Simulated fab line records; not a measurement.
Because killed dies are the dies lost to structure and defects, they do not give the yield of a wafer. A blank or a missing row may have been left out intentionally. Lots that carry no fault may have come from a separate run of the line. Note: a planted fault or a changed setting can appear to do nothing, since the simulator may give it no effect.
Comparing a struck lot with a sound one    flow sky130    15 steps out of a route of 708
Sound: the wafers L804.3, L804.4, L804.5. The struck wafers were L806.1, L806.4, L806.5. The cause is named last.
Per side, at each step with rows, come the tool, then ch with its chambers, and then its first start. Under that, the readings that differ: sound wafers    struck wafers    difference of the means    sigmas: that difference in standard deviations of wafers without a fault.
alike: a reading whose means differ by less than 2 such deviations, as well as words and numbers matching on both sides. not compared: withheld readings; readings where some wafer has no value; bounds like >300 that might hide an equal value; numbers whose values overlap and for which the record gives no deviation.
A row with sigmas, a row that says differs or no value, or rows on one side alone: a step with any of these is where the two part. Non-overlapping numbers with no deviation appear without sigmas and do not part them. Lack of a reading on every wafer of one side parts them only where that side has two or more wafers.

SKY_CONTACT_STRIP_19: strips in O2/N2.
  sound on plasma asher-02 ch 0,1, day 34 16:19; struck on plasma asher-02 ch 0,1, day 35 01:55
  alike: chamber pressure mTorr, drypump motor current A, n2 flow sccm, oes product au, strip time to endpoint s
  not compared: rf hours counter h
then, 3 steps without rows for these wafers: SKY_CONTACT_STRIP_20 (strips in post etch residue remover, time 1200 s); SKY_CONTACT_CLEAN_21 (cleans in IPA, time 180 s); SKY_CONTACT_CLEAN_22 (cleans in O3/DIW).
SKY_CONTACT_SPUTTER_23: material TiN, target thk 20 nm, time 80 s.
  struck on pvd sputter-03, day 35 02:30; sound on pvd sputter-02, day 34 16:53
  alike: chamber pressure pa, throttle valve pct
SKY_CONTACT_CVD_24: deposits W, target thk 340 nm, time 102.12 s.
  sound on cvd w-01 ch 0,1, day 34 16:59; struck on cvd w-01 ch 0,1, day 35 02:34
  alike: heater power w
  not compared: since wet clean h
SKY_CONTACT_RS_MEAS_25: uses a four-point probe to measure.
  struck on film metro-03, day 35 02:41; sound on film metro-04, day 34 17:05
  alike: CONTACT_W_RS
SKY_CONTACT_THK_MEAS_26: measures by xrf.
  struck on film metro-03, day 35 02:48; sound on film metro-04, day 34 17:11
  alike: CONTACT_W_THK
then, 2 steps without rows for these wafers: SKY_CONTACT_CMP_27 (polishes, stops on SiO2, t overpolish 15 s, target thk 0 nm); SKY_METAL1_SPUTTER_00 (material Ti, target thk 15 nm, time 10 s).
SKY_METAL1_SPUTTER_01: material TiN, target thk 20 nm, time 16.7 s.
  struck on pvd sputter-02, day 35 03:11; sound on pvd sputter-04, day 34 17:33
  alike: chamber pressure pa, throttle valve pct
SKY_METAL1_SPUTTER_02: material AlCu, target thk 250 nm, time 13.3 s.
  struck on pvd sputter-02, day 35 03:12; sound on pvd sputter-04, day 34 17:35
  alike: chamber pressure pa, throttle valve pct
SKY_METAL1_SPUTTER_03: material Ti, target thk 5 nm, time 3.3 s.
  struck on pvd sputter-02, day 35 03:14; sound on pvd sputter-04, day 34 17:36
reading                   sound                 struck                difference  sigmas
chamber pressure pa (Pa)  0.3999 0.3999 0.3996  0.4328 0.4343 0.4345  +0.0341     +41
  alike: throttle valve pct
then, 1 step without rows for these wafers: SKY_METAL1_SPUTTER_04 (material TiN, target thk 70 nm, time 58.3 s).
-- the record jumps here: 13 days lie between the struck wafers' starts before and after (it left off in module METAL1 and takes up again in module PAD_OPEN, whose first step shown is number 708 of the route) --
SKY_PAD_OPEN_PROBE_99:
  struck on prober-01, day 48 08:36; sound on prober-01, day 47 23:53
  alike: defect limited yield, killed_at_M0_to_M3, killed_at_M4_up, killed at contacts, killed at front end, killed at other, killed dies, killed open, killed short, sort_bin_3_pad_short, sort_bin_5_function, sort_bin_6_memory, sort n pass, sort yield pct

== WHERE THEY PART ==
SKY_METAL1_SPUTTER_03 only, going by this record. Later steps at which nothing parts them and some readings are alike: SKY_PAD_OPEN_PROBE_99.

WHY: the cause the simulator had injected
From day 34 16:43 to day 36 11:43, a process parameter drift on pvd sputter-02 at SKY_METAL1_SPUTTER_03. A move of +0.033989 in setting chamber pressure pa, from 0.4. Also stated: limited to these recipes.
